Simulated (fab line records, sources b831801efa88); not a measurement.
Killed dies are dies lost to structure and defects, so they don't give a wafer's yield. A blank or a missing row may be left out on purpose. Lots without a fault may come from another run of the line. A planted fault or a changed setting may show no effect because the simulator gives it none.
Chamber matching | flow sky130 | SKY_LI_CONTACT_CMP_02 on cmp-01: 4 sister chambers
The step polishes PSG. 16 wafers are shown with their chamber, then 8 later ones without.

WAFERS WITH THEIR CHAMBER
wafer  | chamber | motor_current_A (A) | time_to_endpoint_s (s)
L862.1 | 3       | 11.0                | 35.5
L862.2 | 2       | 13.5                | 34.7
L862.6 | 1       | 10.9                | 31.1
L864.1 | 2       | 13.6                | 34.4
L864.2 | 3       | 11.2                | 35.0
L864.3 | 0       | 12.9                | 31.0
L865.2 | 0       | 12.7                | 33.6
L865.5 | 1       | 10.3                | 32.3
L865.6 | 2       | 13.9                | 35.9
L869.1 | 0       | 12.7                | 29.3
L869.3 | 1       | 10.8                | 36.1
L869.6 | 2       | 13.6                | 32.3
L878.3 | 1       | 11.0                | 34.2
L878.4 | 0       | 13.2                | 32.0
L878.5 | 2       | 13.1                | 34.8
L877.1 | 1       | 11.0                | 33.4

SIGNATURES (means of the wafers above)
reading            | chamber 0 | chamber 1 | chamber 2 | chamber 3 | scatter within a chamber
motor_current_A    | 12.875    | 10.800    | 13.540    | 11.100    | 0.268
time_to_endpoint_s | 31.475    | 33.420    | 34.420    | 35.250    | 1.61
Rule: a wafer's distance from a chamber is the root of the sum, over the readings, of the square of ((its reading less the chamber's mean) divided by the reading's scatter). The wafer belongs to the nearest chamber; if the next one is less than 2 further off, it can't be placed. The scatter: the root of (the sum of the squares of (reading less its chamber's mean) over the shown wafers, divided by (wafers less chambers)).

WAFERS WITHOUT THEIR CHAMBER
wafer  | motor_current_A (A) | time_to_endpoint_s (s)
L877.3 | 14.0                | 34.2
L877.5 | 11.0                | 34.1
L879.2 | 12.7                | 28.8
L879.3 | 11.2                | 31.5
L879.4 | 10.6                | 28.9
L883.1 | 11.3                | 32.5
L883.2 | 12.0                | 31.5
L883.3 | 13.7                | 33.3

WHICH CHAMBER EACH WENT THROUGH
wafer  | from the rows above          | in truth
L877.3 | 2                            | 2
L877.5 | can't be placed: 3 or 1      | 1
L879.2 | 0                            | 0
L879.3 | can't be placed: 1 or 3      | 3
L879.4 | can't be placed: 1 or 3      | 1
L883.1 | can't be placed: 3 or 1      | 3
L883.2 | can't be placed: 0 or 3 or 1 | 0
L883.3 | 2                            | 2
Placed correctly: 3 of 8. Can't be placed from these rows: 5 (the true chamber is among the candidates in 5). Placed wrongly: 0.
